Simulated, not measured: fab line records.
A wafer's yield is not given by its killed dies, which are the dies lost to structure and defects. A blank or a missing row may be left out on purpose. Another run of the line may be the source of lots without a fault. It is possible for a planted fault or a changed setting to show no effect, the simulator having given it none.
Problem report, 8D (eight disciplines) form, completed by code | flow sky130 | the parts of the form that need people (team, actions taken, sign-off) are left out

1. THE PROBLEM
At SKY_LI_CONTACT_SPUTTER_19, chamber pressure pa averages 5.723 Pa over 2 wafers from 2 lots, while fault-free wafers read 5.001 Pa, standard deviation 0.0081. Relative to the usual mean, that is a shift of +89 standard deviations.
The step: material Ti, target thk 20 nm, time 106.37 s.
The first sign was on wafer L335.3 at day 31 13:29, on pvd sputter-01. At this step, 18 wafers from 6 lots have a number in the record. The rule behind "out" and "out of limits": a value lying over 4 standard deviations away from the usual mean. Any other wafer with a number is counted as sound.

2. WHAT THIS IS AND IS NOT
question                    | is                  | is not
which readings at this step | chamber pressure pa | -
which lots                  | L335, L337          | L329, L347, L348, L349
which wafers of those lots  | L335.3, L337.4      | L335.1, L335.4, L337.1, L337.3
read on which tools         | pvd sputter-01      | pvd sputter-02
when                        | from day 31 13:29   | up to then (5 sound wafers); but 11 sound wafers of L337, L347, L348, L349 came after

3. THE SUSPECTS, EACH WITH WHAT RULES IT OUT
Counting: any tool at a process step up to the reading remains a suspect provided it ran every lot that is out. Sound lots after the first of them don't rule it out here, since some wafers of a struck lot are sound.
- pvd sputter-01 at SKY_LI_CONTACT_SPUTTER_19 (material Ti, target thk 20 nm, time 106.37 s): kept. It ran every lot that is out, first L335 (day 31 13:29). Its own readings are out on those wafers: chamber pressure pa.
After counting, what remains is pvd sputter-01 at SKY_LI_CONTACT_SPUTTER_19.

4. THE CAUSE (what the simulator had put in)
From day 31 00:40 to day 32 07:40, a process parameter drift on pvd sputter-01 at SKY_LI_CONTACT_SPUTTER_19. Setting chamber pressure pa, moved by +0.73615, from 5. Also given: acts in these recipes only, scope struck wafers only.
The count eliminated every tool but this one.

5. THE CHAIN OF EFFECTS, in route order
Rows list readings where the struck wafers' mean (over those with a number) sits beyond 3 standard deviations from the usual. Only readings whose record carries a usual standard deviation are examined. hours: median over the lots of the time between each lot's start at the first step of this table that gives one and its start at this step. sigmas: the change, counted in usual standard deviations.
hours | step                      | reading             | usual    | on struck wafers | change | sigmas
0     | SKY_LI_CONTACT_SPUTTER_19 | chamber pressure pa | 5.001 Pa | 5.723            | +0.722 | +89
0     | SKY_LI_CONTACT_SPUTTER_19 | throttle valve pct  | 29.8 %   | 26.7             | -3.1   | -3.8
Here are the process steps it includes:
- SKY_LI_CONTACT_SPUTTER_19: material Ti, target thk 20 nm, time 106.37 s.

6. HOW IT WOULD HAVE BEEN CAUGHT EARLIER
In this record the first reading out of limits was taken at day 31 13:29, 13 hours after the fault began at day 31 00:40.
